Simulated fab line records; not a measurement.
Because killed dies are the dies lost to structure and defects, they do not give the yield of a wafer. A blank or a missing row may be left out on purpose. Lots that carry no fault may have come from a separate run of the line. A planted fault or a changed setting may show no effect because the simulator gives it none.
Comparing a struck lot with a sound one -- flow sfq-line -- 14 out of 325 route steps
Sound: these wafers, L503.1, L503.4, L503.6. Wafers L511.2, L511.4 were the ones struck. The cause is named last.
At each step with rows: each side's tool, then ch and its chambers, then its first start. Under that, the readings that differ: sound wafers -- struck wafers -- difference of the means -- sigmas: that difference in standard deviations of wafers without a fault.
alike: words and numbers the same on both sides, and readings whose means are apart by under 2 such deviations; not compared: readings that were withheld, readings missing a value for some wafer, numbers with overlapping values and no deviation given by the record, and bounds like >300 which may hide the same value.
A row with sigmas, a row that says differs or no value, or rows on one side alone: a step with any of these is where the two part. When numbers do not overlap yet have no deviation, they are printed without sigmas and do not part them. Lack of a reading on every wafer of one side parts them only where that side has two or more wafers.

SFQ_I5_OVL_MEAS_936:
  struck on overlay-02, day 69 06:51; sound on overlay-02, day 67 03:14
  alike: I5_OVL
SFQ_TRILAYER_I5_BARC_OPEN_VIA_ETCH_200: etches BARC in O2, target depth 125 nm, time 41.7 s.
  sound on rie-diel-04 ch 1,3, day 67 03:17; struck on rie-diel-04 ch 2,3, day 69 06:53
  alike: drypump-motor-current-A, oes-product-au, rf-fwd-power-W, run-length-s
  not compared: rf-hours-counter-h
SFQ_TRILAYER_I5_ETCH_VIA_ETCH_147: etches the open film in CHF3, stops on Nb, target depth 360 nm.
  sound on rie-diel-04 ch 1,3, day 67 03:19; struck on rie-diel-04 ch 2,3, day 69 06:55
  alike: drypump-motor-current-A, oes-product-au, rf-fwd-power-W
SFQ_TRILAYER_I5_STRIP_STRIP_148: strips in O2.
  sound on rie-metal-02 ch 0,1, day 67 03:28; struck on rie-metal-03 ch 0,1, day 69 07:04
  alike: drypump-motor-current-A, he-backside-leak-sccm, oes-product-au
  not compared: rf-hours-counter-h
then, 7 steps without rows for these wafers: SFQ_TRILAYER_I5_STRIP_SOLV_CLEAN_149 (cleans in NMP, time 600 s); SFQ_TRILAYER_C5_LITHO_COAT_156 (resist thk 62 nm); SFQ_TRILAYER_C5_LITHO_COAT_151 (resist thk 656.7 nm); SFQ_TRILAYER_C5_LITHO_SOFTBAKE_155; SFQ_TRILAYER_C5_LITHO_EXPOSE_152 (exposes mask C5, target cd 500 nm); SFQ_TRILAYER_C5_LITHO_PEB_154 (peb time 60 s); SFQ_TRILAYER_C5_LITHO_DEVELOP_153 (time 60 s).
-- the record jumps here: 3 days lie between the struck wafers' starts before and after --
SFQ_C5_OVL_MEAS_937:
  struck on overlay-02, day 72 14:42; sound on overlay-02, day 71 11:20
  alike: C5_OVL
SFQ_TRILAYER_C5_BARC_OPEN_VIA_ETCH_210: etches BARC in O2, target depth 125 nm, time 41.7 s.
  sound on rie-diel-03 ch 0,1,3, day 71 11:22; struck on rie-diel-03 ch 1,3, day 72 14:44
reading,sound,struck,difference,sigmas
oes-product-au (a.u.),0.698 0.682 0.683,0.668 0.666,-0.021,-4
run-length-s (s),70.8 70.2 70.2,72.0 71.6,+1.4,+4
  alike: drypump-motor-current-A, rf-fwd-power-W
  not compared: rf-hours-counter-h
SFQ_TRILAYER_C5_ETCH_VIA_ETCH_154: etches SiO2 in CHF3, stops on Nb, target depth 84 nm.
  sound on rie-diel-03 ch 0,1,3, day 71 11:25; struck on rie-diel-03 ch 1,3, day 72 14:46
reading,sound,struck,difference,sigmas
oes-product-au (a.u.),0.896 0.904 0.901,0.875 0.893,-0.016,-2
  alike: drypump-motor-current-A, rf-fwd-power-W

== WHERE THEY PART ==
At SFQ_TRILAYER_C5_BARC_OPEN_VIA_ETCH_210 first; at SFQ_TRILAYER_C5_ETCH_VIA_ETCH_154 last (within this record only).

WHY: what had been put in by the simulator
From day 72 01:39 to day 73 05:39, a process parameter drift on rie-diel-03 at SFQ_TRILAYER_C5_BARC_OPEN_VIA_ETCH_210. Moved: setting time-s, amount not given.
